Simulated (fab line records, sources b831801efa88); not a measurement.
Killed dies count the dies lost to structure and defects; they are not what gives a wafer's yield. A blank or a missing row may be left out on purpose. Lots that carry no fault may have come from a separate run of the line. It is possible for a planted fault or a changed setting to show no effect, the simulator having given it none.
Chamber matching :: flow sky130 :: SKY_POLY_CUT_ETCH_11 on rieDiel-02: 4 sister chambers
The step etches Si3N4 in CF4/CH2F2/Ar, stops on poly-Si, time 42.5 s, target depth 60 nm. 14 wafers are shown with their chamber, then 7 later ones without.

## EACH WAFER AND ITS CHAMBER
wafer: L527.1
chamber: 1
drypumpMotorCurrentA (A): 6.3
oesProductAu (a.u.): 0.842
throttleValvePct (%): 15.010

wafer: L527.3
chamber: 3
drypumpMotorCurrentA (A): 6.4
oesProductAu (a.u.): 0.843
throttleValvePct (%): 14.973

wafer: L527.6
chamber: 1
drypumpMotorCurrentA (A): 6.3
oesProductAu (a.u.): 0.838
throttleValvePct (%): 15.000

wafer: L529.1
chamber: 3
drypumpMotorCurrentA (A): 6.5
oesProductAu (a.u.): 0.831
throttleValvePct (%): 14.988

wafer: L529.4
chamber: 0
drypumpMotorCurrentA (A): 5.2
oesProductAu (a.u.): 0.827
throttleValvePct (%): 14.988

wafer: L529.5
chamber: 1
drypumpMotorCurrentA (A): 6.3
oesProductAu (a.u.): 0.829
throttleValvePct (%): 14.994

wafer: L532.1
chamber: 1
drypumpMotorCurrentA (A): 6.3
oesProductAu (a.u.): 0.830
throttleValvePct (%): 14.982

wafer: L532.4
chamber: 2
drypumpMotorCurrentA (A): 5.8
oesProductAu (a.u.): 0.822
throttleValvePct (%): 14.993

wafer: L532.5
chamber: 1
drypumpMotorCurrentA (A): 6.4
oesProductAu (a.u.): 0.836
throttleValvePct (%): 14.992

wafer: L535.3
chamber: 2
drypumpMotorCurrentA (A): 5.8
oesProductAu (a.u.): 0.826
throttleValvePct (%): 14.988

wafer: L535.6
chamber: 0
drypumpMotorCurrentA (A): 5.2
oesProductAu (a.u.): 0.832
throttleValvePct (%): 14.998

wafer: L539.1
chamber: 3
drypumpMotorCurrentA (A): 6.4
oesProductAu (a.u.): 0.832
throttleValvePct (%): 15.001

wafer: L539.6
chamber: 2
drypumpMotorCurrentA (A): 5.8
oesProductAu (a.u.): 0.835
throttleValvePct (%): 15.000

wafer: L544.3
chamber: 1
drypumpMotorCurrentA (A): 6.3
oesProductAu (a.u.): 0.834
throttleValvePct (%): 14.986

SIGNATURES (averages over the wafers above)
reading: drypumpMotorCurrentA
chamber 0: 5.200
chamber 1: 6.317
chamber 2: 5.800
chamber 3: 6.433
scatter within a chamber: 0.0387

reading: oesProductAu
chamber 0: 0.82950
chamber 1: 0.83483
chamber 2: 0.82767
chamber 3: 0.83533
scatter within a chamber: 0.00557

reading: throttleValvePct
chamber 0: 14.99300
chamber 1: 14.99400
chamber 2: 14.99367
chamber 3: 14.98733
scatter within a chamber: 0.0101
Rule: distance of a wafer from a chamber = root of the sum over the readings of ((wafer's reading minus chamber's mean) / reading's scatter) squared. If the next closest chamber is less than 2 further off than the closest, the wafer can't be placed; otherwise it belongs to the closest. The scatter is the square root of a quotient: the sum, over the shown wafers, of each reading's squared deviation from its chamber's mean, divided by wafers minus chambers.

## WAFERS WITH NO CHAMBER GIVEN
wafer: L544.4
drypumpMotorCurrentA (A): 5.8
oesProductAu (a.u.): 0.830
throttleValvePct (%): 14.999

wafer: L544.6
drypumpMotorCurrentA (A): 6.4
oesProductAu (a.u.): 0.832
throttleValvePct (%): 14.997

wafer: L547.2
drypumpMotorCurrentA (A): 5.8
oesProductAu (a.u.): 0.838
throttleValvePct (%): 15.009

wafer: L547.4
drypumpMotorCurrentA (A): 5.2
oesProductAu (a.u.): 0.828
throttleValvePct (%): 14.988

wafer: L547.5
drypumpMotorCurrentA (A): 5.2
oesProductAu (a.u.): 0.827
throttleValvePct (%): 14.988

wafer: L550.1
drypumpMotorCurrentA (A): 6.4
oesProductAu (a.u.): 0.842
throttleValvePct (%): 14.988

wafer: L550.6
drypumpMotorCurrentA (A): 5.8
oesProductAu (a.u.): 0.835
throttleValvePct (%): 14.979

## CHAMBER TAKEN BY EACH
wafer: L544.4
from the rows above: 2
in truth: 2

wafer: L544.6
from the rows above: can't be placed: 3 or 1
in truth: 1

wafer: L547.2
from the rows above: 2
in truth: 2

wafer: L547.4
from the rows above: 0
in truth: 0

wafer: L547.5
from the rows above: 0
in truth: 0

wafer: L550.1
from the rows above: can't be placed: 3 or 1
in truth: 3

wafer: L550.6
from the rows above: 2
in truth: 2
5 of 7 placed correctly. From these rows, 2 cannot be placed; in 2 the true chamber is one of the candidates. Placed wrongly: 0.
